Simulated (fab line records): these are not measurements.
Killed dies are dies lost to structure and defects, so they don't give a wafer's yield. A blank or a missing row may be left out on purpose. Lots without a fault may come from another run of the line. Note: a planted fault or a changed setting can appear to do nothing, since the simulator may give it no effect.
fab line records	flow sky130
record lots=15	wafers=45	last-day=51
route steps=708 shown PWDE@54 VT_ADJUST_LVTN@103 SD_P@330 METAL1@437
lots that met no fault: taken from a fault-free run of the same line
start-h: hours from the record's opening day to when the first of the lot's shown wafers began	wait-h: time in hours since the lot's previous step	" same as the row above	L1.1+2: one row covering several wafers at once	- no value, or no start was given	* or withheld: withheld	< > ~ a bound
route shown NAME@n: NAME is a module with steps in the file, n the number in the route of the first one	usual: mean and standard deviation over wafers with no fault	same: alike in all rows	chamber/n: place in a boat	sites: per-site readings	_std_site: the standard deviation of these	_edge_site: mean of outer sites minus mean of inner sites	radius-mm: for every site, how far away it sits from the centre of the wafer	mask NAME#n: copy n	behind: the tool/chamber that last shaped the wafer	hold: cause of the lot's hold/its duration in hours/its outcome	device: which transistor (n, p or np) failed to switch	end of line: tests run on the same wafers once the route is complete	a step with no rows: only its recipe	killed: at the first sort, the dies lost to defects and structure; wafer yield is something else	map: shows each die of a wafer: x if killed, . if not, _ if none is there
set.NAME: the setting that was run; set.NAME@STEP: the one run at that earlier step	model.NAME: the simulator's own value behind a step, which no gauge read
a sample of lots followed through the steps of the route, with each step as a table and each wafer as a row
services: from which hour (start-h, from the record's first day; less than 0 if before it) a tool's chamber was out of use, for how many hours, and why
## steps
# step SKY_PWDE_STRIP_09
# recipe chemistry=O2/N2	power-w=1400	pressure-mtorr=1500	platen-temp-c=withheld	o2-flow-sccm=3000	n2-flow-sccm=300	overash-fraction=0.5
# usual chamber-pressure-mTorr=1499.8/2.2	drypump-motor-current-A=5.6/0.37	oes-product-au=0.722/0.0047	strip-time-to-endpoint-s=36.92/0.11
lot.wafer	tool	chamber	start-h	wait-h	chamber-pressure-mTorr	drypump-motor-current-A	oes-product-au	rf-hours-counter-h	strip-time-to-endpoint-s
L296.1	plasma-asher-02	0	83.33	0.1	1500.8	5.5	0.727	38	36.84
L296.4	"	0	"	"	1500.4	5.4	0.724	-	36.75
L296.5	"	1	"	"	1501.0	5.4	0.718	-	36.92
L297.1	plasma-asher-04	1	84.08	0.1	1501.2	5.6	0.723	39	36.94
L297.4	"	1	"	"	1498.3	5.6	0.718	-	36.80
L297.6	"	1	"	"	1500.9	5.6	0.723	-	36.91
L298.1	plasma-asher-04	0	89.85	0.1	1500.5	5.5	0.716	40	36.92
L298.5	"	0	"	"	1501.0	5.5	0.718	-	36.99
L298.6	"	1	"	"	1499.3	5.6	0.730	-	36.95
L300.1	plasma-asher-04	0	104.98	0.1	1501.5	5.5	0.723	42	36.97
L300.2	"	1	"	"	1496.5	5.6	0.723	42	37.06
L300.6	"	0	"	"	1499.4	5.6	0.722	-	36.87
L301.2	plasma-asher-03	1	105.50	0.1	1497.9	6.4	0.722	29	36.76
L301.5	"	1	"	"	1496.4	6.4	0.717	-	36.80
L301.6	"	0	"	"	1499.9	5.4	0.733	-	36.75
L302.3	plasma-asher-02	1	117.39	0.1	1500.5	5.4	0.721	-	36.95
L302.5	"	0	"	"	1501.8	5.5	0.722	-	36.98
L302.6	"	1	"	"	1501.2	5.4	0.723	-	36.95
L305.2	plasma-asher-04	0	126.38	0.1	1498.8	5.5	0.724	44	36.94
L305.3	"	0	"	"	1500.3	5.5	0.720	-	36.99
L305.6	"	0	"	"	1500.1	5.5	0.722	-	36.81
L311.2	plasma-asher-03	1	167.83	0.1	1499.9	6.4	0.726	35	36.86
L311.3	"	1	"	"	1500.0	6.4	0.719	-	36.86
L311.6	"	0	"	"	1499.5	5.3	0.726	-	36.86
L312.1	plasma-asher-02	0	171.08	0.1	1502.9	5.5	0.733	47	36.86
L312.2	"	1	"	"	1500.6	5.4	0.731	47	36.74
L312.3	"	0	"	"	1500.0	5.5	0.718	-	36.88
L313.1	plasma-asher-04	0	173.88	0.1	1499.2	5.6	0.720	48	36.94
L313.5	"	1	"	"	1500.6	5.7	0.717	-	36.89
L313.6	"	0	"	"	1502.6	5.5	0.720	-	36.93
L314.1	plasma-asher-03	0	179.45	0.1	1500.4	5.3	0.724	36	37.18
L314.3	"	1	"	"	1501.4	6.5	0.714	-	37.04
L314.4	"	0	"	"	1501.0	5.3	0.723	-	37.12
L315.2	plasma-asher-04	1	183.53	0.1	1498.7	5.6	0.710	49	36.89
L315.4	"	1	"	"	1502.2	5.6	0.721	-	36.90
L315.6	"	0	"	"	1500.4	5.5	0.724	-	36.94
L316.1	plasma-asher-03	1	192.63	0.1	1499.2	6.4	0.719	38	37.10
L316.2	"	0	"	"	1500.2	5.3	0.722	38	37.12
L316.5	"	1	"	"	1500.2	6.4	0.727	-	37.12
L317.4	plasma-asher-03	1	202.03	0.1	1500.0	6.4	0.718	-	36.95
L317.5	"	1	"	"	1500.3	6.4	0.730	-	36.81
L317.6	"	0	"	"	1500.6	5.3	0.720	-	36.86
L318.1	plasma-asher-02	0	207.98	0.1	1500.2	5.4	0.721	50	36.85
L318.4	"	1	"	"	1500.4	5.4	0.722	-	37.09
L318.6	"	0	"	"	1499.3	5.4	0.725	-	36.90
# step SKY_VT_ADJUST_LVTN_DEVELOP_06
# recipe wall-angle-deg=90	developer=TMAH	develop-time-s=60	dev-temp-c=23
# usual chill-plate-temp-C=22.97/0.1	develop-time-s=60/0
lot.wafer	tool	chamber	start-h	wait-h	chill-plate-temp-C	develop-time-s
L296.1	litho-track-04	0	162	-	22.88	60
L296.4	"	0	"	"	22.81	60
L296.5	"	0	"	"	22.88	60
L297.1	litho-track-04	0	163	-	22.98	60
L297.4	"	0	"	"	22.95	60
L297.6	"	0	"	"	22.99	60
L298.1	litho-track-02	0	168	-	23.16	60
L298.5	"	0	"	"	22.91	60
L298.6	"	0	"	"	23.20	60
L300.1	litho-track-03	0	185	-	22.96	60
L300.2	"	0	"	"	22.94	60
L300.6	"	0	186	-	23.12	60
L301.2	litho-track-03	0	186	-	23.19	60
L301.5	"	0	"	"	22.96	60
L301.6	"	0	"	"	23.09	60
L302.3	litho-track-03	0	199	-	23.00	60
L302.5	"	0	"	"	23.00	60
L302.6	"	0	"	"	22.97	60
L305.2	litho-track-04	0	210	-	23.02	60
L305.3	"	0	"	"	23.11	60
L305.6	"	0	211	-	23.04	60
L311.2	litho-track-03	-	260	-	-	-
L311.3	"	-	"	"	-	-
L311.6	"	-	"	"	-	-
L312.1	litho-track-02	-	263	-	-	-
L312.2	"	-	"	"	-	-
L312.3	"	-	"	"	-	-
L313.1	litho-track-02	-	266	-	-	-
L313.5	"	-	267	-	-	-
L313.6	"	-	"	"	-	-
L314.1	litho-track-02	0	272	-	23.09	60
L314.3	"	0	"	"	23.05	60
L314.4	"	0	"	"	23.09	60
L315.2	litho-track-02	0	277	-	22.99	60
L315.4	"	0	"	"	22.77	60
L315.6	"	0	"	"	23.11	60
L316.1	litho-track-02	0	288	-	22.93	60
L316.2	"	0	"	"	22.93	60
L316.5	"	0	"	"	23.02	60
L317.4	litho-track-02	0	299	-	22.86	60
L317.5	"	0	"	"	22.76	60
L317.6	"	0	"	"	22.90	60
L318.1	litho-track-02	0	307	-	22.82	60
L318.4	"	0	"	"	22.90	60
L318.6	"	0	"	"	23.05	60
# step SKY_SD_P_STRIP_10
# recipe chemistry=O2/N2	power-w=1400	pressure-mtorr=1500	platen-temp-c=withheld	o2-flow-sccm=3000	n2-flow-sccm=300	overash-fraction=0.5
# usual chamber-pressure-mTorr=1500/3.6	drypump-motor-current-A=5.9/0.52	oes-product-au=0.618/0.0044	strip-time-to-endpoint-s=17.50/0.039
lot.wafer	tool	chamber	start-h	wait-h	chamber-pressure-mTorr	drypump-motor-current-A	oes-product-au	rf-hours-counter-h	strip-time-to-endpoint-s
L296.1	plasma-asher-01	0	618.64	0.1	1501	6.4	0.614	51	17.58
L296.4	"	0	"	"	1499	6.4	0.620	-	17.55
L296.5	"	0	"	"	1498	6.4	0.620	-	17.57
L297.1	plasma-asher-03	0	623.49	0.1	1499	5.4	0.607	77	17.55
L297.4	"	0	"	"	1498	5.4	0.616	-	17.55
L297.6	"	0	"	"	1502	5.4	0.618	-	17.51
L298.1	plasma-asher-03	0	630.28	0.1	1499	5.3	0.611	78	17.42
L298.5	"	1	"	"	1499	6.4	0.611	-	17.46
L298.6	"	0	"	"	1498	5.3	0.626	-	17.44
L300.1	plasma-asher-01	1	653.49	0.1	1497	6.5	0.621	55	17.50
L300.2	"	0	"	"	1500	6.4	0.617	55	17.48
L300.6	"	0	"	"	1499	6.4	0.617	-	17.55
L301.2	plasma-asher-03	1	657.13	0.1	1499	6.4	0.618	80	17.50
L301.5	"	0	"	"	1501	5.3	0.613	-	17.47
L301.6	"	1	"	"	1500	6.5	0.617	-	17.49
L302.3	plasma-asher-03	1	668.81	0.1	1499	6.4	0.609	-	17.49
L302.5	"	1	"	"	1501	6.4	0.621	-	17.48
L302.6	"	0	"	"	1500	5.4	0.614	-	17.47
L305.2	plasma-asher-02	1	685.73	0.1	1500	5.4	0.617	22	17.54
L305.3	"	1	"	"	1503	5.4	0.616	-	17.54
L305.6	"	1	"	"	1499	5.4	0.630	-	17.52
L311.2	plasma-asher-03	0	749.54	0.1	1498	5.3	0.617	90	17.53
L311.3	"	0	"	"	1499	5.3	0.618	-	17.51
L311.6	"	0	"	"	1499	5.3	0.612	-	17.50
L312.1	plasma-asher-03	1	750.12	0.1	1499	6.4	0.616	90	17.55
L312.2	"	0	"	"	1499	5.3	0.622	90	17.55
L312.3	"	1	"	"	1501	6.4	0.618	-	17.55
L313.1	plasma-asher-02	0	773.37	0.1	1496	5.4	0.617	32	17.52
L313.5	"	1	"	"	1500	5.4	0.620	-	17.49
L313.6	"	0	"	"	1500	5.4	0.616	-	17.50
L316.1	plasma-asher-02	0	775.87	0.1	1503	5.5	0.621	32	17.44
L316.2	"	1	"	"	1501	5.4	0.613	32	17.45
L316.5	"	1	"	"	1501	5.4	0.617	-	17.47
L315.2	plasma-asher-02	1	778.32	0.1	1500	5.4	0.626	32	17.48
L315.4	"	1	"	"	1497	5.4	0.621	-	17.52
L315.6	"	1	"	"	1497	5.4	0.619	-	17.50
L314.1	plasma-asher-02	1	778.97	0.1	1499	5.4	0.622	32	17.58
L314.3	"	1	"	"	1500	5.5	0.620	-	17.52
L314.4	"	0	"	"	1500	5.5	0.623	-	17.53
L317.4	plasma-asher-01	1	782.63	0.1	1502	6.5	0.607	-	17.47
L317.5	"	0	"	"	1500	6.4	0.616	-	17.41
L317.6	"	1	"	"	1501	6.5	0.617	-	17.44
L318.1	plasma-asher-03	1	792.27	0.1	1502	6.4	0.627	93	17.51
L318.4	"	0	"	"	1499	5.3	0.619	-	17.49
L318.6	"	0	"	"	1501	5.3	0.614	-	17.46
# step SKY_METAL1_SPUTTER_03
# recipe material=Ti	target-thk-nm=5	power-w=3000	time-s=3.3	chamber-pressure-pa=0.4
# usual cathode-dc-power-W=3000.0/0.51	throttle-valve-pct=29.5/0.92
lot.wafer	tool	chamber	start-h	wait-h	cathode-dc-power-W	throttle-valve-pct
L296.1	pvd-sputter-03	-	766.43	0.0	2999.4	29.8
L296.4	"	-	"	"	2999.3	31.3
L296.5	"	-	"	"	3000.0	28.4
L297.1	pvd-sputter-03	-	770.39	0.0	2999.1	31.5
L297.4	"	-	"	"	2999.8	28.5
L297.6	"	-	"	"	2999.0	28.6
L298.1	pvd-sputter-01	-	779.41	0.0	2998.9	28.6
L298.5	"	-	"	"	3000.3	30.1
L298.6	"	-	"	"	3000.0	28.7
L300.1	pvd-sputter-02	-	799.92	0.0	3000.6	30.6
L300.2	"	-	"	"	3000.6	29.3
L300.6	"	-	"	"	3000.0	30.2
L301.2	pvd-sputter-01	-	802.93	0.0	3000.5	28.4
L301.5	"	-	"	"	3000.0	30.1
L301.6	"	-	"	"	3000.2	28.8
L302.3	pvd-sputter-01	-	812.48	0.0	3000.0	28.8
L302.5	"	-	"	"	3000.3	30.8
L302.6	"	-	"	"	2998.8	30.3
L305.2	pvd-sputter-03	-	828.96	0.0	2999.2	28.4
L305.3	"	-	"	"	3000.0	30.0
L305.6	"	-	"	"	2999.4	27.9
L311.2	pvd-sputter-02	-	891.02	0.0	2999.9	29.5
L311.3	"	-	"	"	3000.2	29.5
L311.6	"	-	"	"	3000.4	29.5
L312.1	pvd-sputter-01	-	891.28	0.0	3000.0	29.8
L312.2	"	-	"	"	2999.5	28.9
L312.3	"	-	"	"	3000.0	31.0
L313.1	pvd-sputter-01	-	911.11	0.0	2999.7	30.3
L313.5	"	-	"	"	3000.2	28.6
L313.6	"	-	"	"	3000.0	30.0
L316.1	pvd-sputter-02	-	915.08	0.0	2999.8	29.6
L316.2	"	-	"	"	3000.2	30.7
L316.5	"	-	"	"	2999.1	29.6
L315.2	pvd-sputter-03	-	916.43	0.0	3000.3	31.4
L315.4	"	-	"	"	2999.7	27.6
L315.6	"	-	"	"	3000.4	29.7
L314.1	pvd-sputter-01	-	917.17	0.0	3000.0	29.8
L314.3	"	-	"	"	3000.8	28.6
L314.4	"	-	"	"	2999.8	28.5
L317.4	pvd-sputter-02	-	921.34	0.0	3000.4	30.4
L317.5	"	-	"	"	3000.9	29.5
L317.6	"	-	"	"	2999.2	30.5
L318.1	pvd-sputter-01	-	929.13	0.0	2999.8	30.7
L318.4	"	-	"	"	3001.2	28.4
L318.6	"	-	"	"	3000.2	28.6
## services
tool	chamber	start-h	hours	kind
pvd-sputter-01	-	68.51	4.6	repair
pvd-sputter-02	-	136.03	0.6	repair
pvd-sputter-01	-	172.67	7.8	repair
plasma-asher-03	-	214.75	2.8	pm
pvd-sputter-01	-	273.96	3.1	repair
plasma-asher-03	-	274.05	2.7	repair
plasma-asher-03	-	331.40	5.6	repair
plasma-asher-03	-	350.89	2.3	repair
plasma-asher-03	-	376.49	15.3	repair
plasma-asher-03	-	406.62	11.4	repair
plasma-asher-02	-	421.25	9.0	pm
plasma-asher-02	-	430.25	2.8	pm
plasma-asher-02	-	433.00	4.3	pm
plasma-asher-04	-	508.81	2.3	repair
pvd-sputter-01	-	583.11	1.4	repair
plasma-asher-04	-	585.79	2.8	pm
plasma-asher-02	-	655.33	14.6	pm
plasma-asher-04	-	710.14	1.0	repair
plasma-asher-04	-	733.75	9.0	pm
plasma-asher-03	-	762.55	14.6	pm
pvd-sputter-01	-	815.64	29.9	repair
plasma-asher-03	-	882.40	28.1	pm
plasma-asher-04	-	887.83	0.8	repair
plasma-asher-04	-	910.53	2.4	repair
## key
first-sign step=SKY_VT_ADJUST_LVTN_DEVELOP_06	reading=tool-record	direction=missing
effect none on later readings
met-at SKY_VT_ADJUST_LVTN_DEVELOP_06
struck-lots L311,L312,L313
sort-left-out L311.2,L311.3,L311.6,L312.1,L312.2,L312.3,L313.1,L313.5,L313.6
tester-left-out L311,L312,L313
not-acting-at SKY_PWDE_STRIP_09,SKY_SD_P_STRIP_10,SKY_METAL1_SPUTTER_03
onset-between 199 260
fault kind=skipped-step-whole	tool=litho-track-02,litho-track-03	chamber=-	onset-h=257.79	steps=SKY_VT_ADJUST_LVTN_DEVELOP_06	scope=struck-lots-only
# tester-left-out: of these lots the tester's yield and bins aren't shown, on N5 and GAA mostly nor the transistor test; their killed dies are dies lost to structure and defects alone, not to doping, threshold or leakage, so they don't give the yield
# sort-left-out: the simulated sort isn't trusted on such a fault, so these wafers' sort isn't shown, and their yield isn't known
